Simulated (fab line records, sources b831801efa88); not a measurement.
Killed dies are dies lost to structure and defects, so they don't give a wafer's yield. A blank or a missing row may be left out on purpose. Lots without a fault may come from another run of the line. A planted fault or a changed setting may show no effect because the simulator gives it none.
Problem report in the 8D (eight disciplines) form, filled by code | flow gf180mcu | the parts of the form that need people (team, actions taken, sign-off) are left out

1. THE PROBLEM
chamber_pressure_Torr at GF_V2_CVD_23 reads a mean of 41.86 Torr on 1 wafer of 1 lot; wafers without a fault read 40.00 Torr with a standard deviation of 0.096. That is +19 standard deviations from the usual mean.
The step: deposits W, target thk 350 nm, time 104.94 s.
First seen on wafer L674.4, day 22 14:18, on cvd_w-01. The record holds 38 wafers of 13 lots with a number at this step. Rule for "out", or "out of limits": more than 4 standard deviations from the usual mean. The other wafers with a number count as sound.

2. WHAT IT IS AND WHAT IT IS NOT
question                    | is                    | is not
which readings at this step | chamber_pressure_Torr | heater_power_w
which lots                  | L674                  | L668, L670, L671, L672, L673, L678, L684, L685, L686, L688, L689, L690
which wafers of those lots  | L674.4                | L674.3
read on which tools         | cvd_w-01              | cvd_w-02
when                        | from day 22 14:18     | up to then (16 sound wafers); but 21 sound wafers of L678, L684, L685, L686, L688, L689, L690 came after

3. SUSPECTS, AND WHAT RULES EACH OUT
Counting: a tool at a process step up to the reading stays a suspect if it ran every lot that is out. Sound lots after the first of them don't rule it out here, since some wafers of a struck lot are sound.
- rie_diel-01 at GF_V2_ETCH_16 (etches BARC in N2/H2): kept. It ran the lot that is out, L674 (day 22 13:29); its last sound lot up to then is L672 (day 21 21:43).
- cvd_w-01 at GF_V2_CVD_23 (deposits W, target thk 350 nm, time 104.94 s): kept. It ran the lot that is out, L674 (day 22 14:18); its last sound lot up to then is L672 (day 21 22:29). Its own readings are out on those wafers: chamber_pressure_Torr.
- Within rie_diel-01 at GF_V2_ETCH_16: the wafers that are out ran in chamber 1; their sound lot-mates ran in chamber 3.
- Within cvd_w-01 at GF_V2_CVD_23: the wafers that are out ran in chamber 0; their sound lot-mates ran in chamber 1.
Left after counting: rie_diel-01 at GF_V2_ETCH_16, cvd_w-01 at GF_V2_CVD_23.

4. THE CAUSE (what the simulator had put in)
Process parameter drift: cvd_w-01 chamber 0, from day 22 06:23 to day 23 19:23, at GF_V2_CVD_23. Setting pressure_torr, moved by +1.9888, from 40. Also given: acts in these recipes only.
Counting left 2 suspects, and this tool is among them.

5. THE CHAIN OF EFFECTS, in route order
Each row: a reading whose mean over the struck wafers that have a number lies more than 3 standard deviations from the usual. Only readings for which the record gives a usual standard deviation are gone through. hours: the time from each lot's start at the first step in this table that gives one to its start at this step, as a median over the lots. sigmas: the change in usual standard deviations.
hours | step         | reading               | usual      | on struck wafers | change | sigmas
0     | GF_V2_CVD_23 | chamber_pressure_Torr | 40.00 Torr | 41.86            | +1.86  | +19
The process steps in it:
- GF_V2_CVD_23: deposits W, target thk 350 nm, time 104.94 s.
Later measuring or inspecting steps at which every struck wafer that the step has a row for has a number for every such reading, and none has moved that far: GF_V2_THK_MEAS_25.

6. WHAT WOULD HAVE CAUGHT IT SOONER
In this record the first reading out of limits was taken at day 22 14:18, 8 hours after the fault began at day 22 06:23.
